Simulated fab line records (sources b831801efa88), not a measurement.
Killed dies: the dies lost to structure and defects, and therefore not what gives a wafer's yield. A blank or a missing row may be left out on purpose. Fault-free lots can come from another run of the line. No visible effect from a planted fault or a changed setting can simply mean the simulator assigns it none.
Matching of chambers -- flow sky130 -- rie diel-03 running SKY_CONTACT_ETCH_17: 4 sister chambers
The step etches SiO2 in C4F8/O2/Ar, stops on Si3N4, target depth 340 nm. 8 wafers are shown with their chamber, then 8 later ones without.

WAFERS, EACH WITH ITS CHAMBER
wafer,chamber,chamber pressure mTorr (mTorr),oes product au (a.u.)
L800.6,0,40.00,0.901
L801.3,3,40.04,0.889
L801.4,1,39.99,0.890
L801.5,3,40.08,0.887
L805.3,0,40.01,0.883
L805.4,2,40.03,0.892
L805.5,2,39.93,0.890
L809.1,1,40.06,0.897

WAFERS WITH NO CHAMBER GIVEN
wafer,chamber pressure mTorr (mTorr),oes product au (a.u.)
L809.3,40.02,0.891
L809.6,39.99,0.892
L810.1,40.08,0.894
L810.3,39.98,0.891
L810.4,40.01,0.887
L815.2,40.04,0.897
L815.5,40.02,0.897
L815.6,40.10,0.900

THE CHAMBER EACH PASSED THROUGH
wafer,from the rows above,in truth
L809.3,can't be placed: 0 or 1 or 2 or 3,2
L809.6,can't be placed: 2 or 0 or 1 or 3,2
L810.1,can't be placed: 3 or 1 or 0 or 2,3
L810.3,can't be placed: 2 or 0 or 1 or 3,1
L810.4,can't be placed: 0 or 2 or 1 or 3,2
L815.2,can't be placed: 1 or 0 or 3 or 2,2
L815.5,can't be placed: 1 or 0 or 2 or 3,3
L815.6,can't be placed: 1 or 3 or 0 or 2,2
0 of 8 placed correctly. Unplaceable from these rows: 8, with the true chamber sitting among the candidates in 8. Number placed wrongly: 0.
How it was worked out, from the rows above alone: a wafer's distance from a chamber is the root of the sum, over the readings, of the square of ((its reading less the chamber's mean) divided by the reading's scatter). If the next closest chamber is less than 2 further off than the closest, the wafer can't be placed; otherwise it belongs to the closest. The mean given for a chamber averages the wafers shown for that chamber. The scatter: take each reading less its chamber's mean, square it, sum over the shown wafers, divide by the number of wafers less the number of chambers, and take the root.
